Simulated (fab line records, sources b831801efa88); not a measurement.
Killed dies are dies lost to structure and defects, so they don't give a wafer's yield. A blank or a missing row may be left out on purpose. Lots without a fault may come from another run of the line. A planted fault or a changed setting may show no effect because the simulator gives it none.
Chamber matching | flow gf180mcu | GF_MIM_CVD_05 on pecvd-01: 3 sister chambers
The step deposits Si3N4, target thk 42 nm, time 29.086 s. 36 wafers are shown with their chamber, then 12 later ones without.

WAFERS WITH THEIR CHAMBER
wafer  | chamber | heater_power_w (W)
L074.1 | 1       | 662
L074.3 | 0       | 645
L074.6 | 1       | 660
L075.2 | 1       | 641
L075.4 | 1       | 640
L075.6 | 2       | 768
L076.3 | 1       | 694
L076.4 | 0       | 604
L076.5 | 2       | 770
L077.1 | 1       | 725
L077.4 | 0       | 713
L077.6 | 2       | 771
L078.1 | 0       | 672
L078.2 | 1       | 740
L078.6 | 2       | 758
L080.1 | 0       | 684
L080.2 | 2       | 775
L080.5 | 0       | 686
L082.1 | 0       | 709
L082.3 | 2       | 736
L082.6 | 1       | 749
L081.1 | 1       | 624
L081.2 | 2       | 653
L081.5 | 0       | 608
L085.2 | 0       | 642
L085.4 | 0       | 610
L085.6 | 1       | 670
L087.2 | 0       | 647
L087.3 | 2       | 729
L087.5 | 1       | 678
L088.1 | 0       | 688
L088.5 | 1       | 622
L088.6 | 0       | 700
L089.3 | 2       | 743
L089.5 | 0       | 693
L089.6 | 1       | 683

SIGNATURES (means of the wafers above)
reading        | chamber 0 | chamber 1 | chamber 2 | scatter within a chamber
heater_power_w | 664.36    | 676.00    | 744.78    | 39.5
Rule: a wafer's distance from a chamber is the root of the sum, over the readings, of the square of ((its reading less the chamber's mean) divided by the reading's scatter). The wafer belongs to the nearest chamber; if the next one is less than 2 further off, it can't be placed. The scatter: the root of (the sum of the squares of (reading less its chamber's mean) over the shown wafers, divided by (wafers less chambers)).

WAFERS WITHOUT THEIR CHAMBER
wafer  | heater_power_w (W)
L094.2 | 666
L094.4 | 762
L094.6 | 653
L095.2 | 732
L095.3 | 723
L095.4 | 596
L097.1 | 770
L097.2 | 616
L097.3 | 756
L097.4 | 627
L097.5 | 744
L097.6 | 756

WHICH CHAMBER EACH WENT THROUGH
wafer  | from the rows above          | in truth
L094.2 | can't be placed: 0 or 1 or 2 | 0
L094.4 | can't be placed: 2 or 1      | 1
L094.6 | can't be placed: 0 or 1      | 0
L095.2 | can't be placed: 2 or 1 or 0 | 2
L095.3 | can't be placed: 2 or 1 or 0 | 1
L095.4 | can't be placed: 0 or 1      | 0
L097.1 | can't be placed: 2 or 1      | 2
L097.2 | can't be placed: 0 or 1      | 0
L097.3 | can't be placed: 2 or 1      | 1
L097.4 | can't be placed: 0 or 1      | 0
L097.5 | can't be placed: 2 or 1 or 0 | 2
L097.6 | can't be placed: 2 or 1      | 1
Placed correctly: 0 of 12. Can't be placed from these rows: 12 (the true chamber is among the candidates in 12). Placed wrongly: 0.
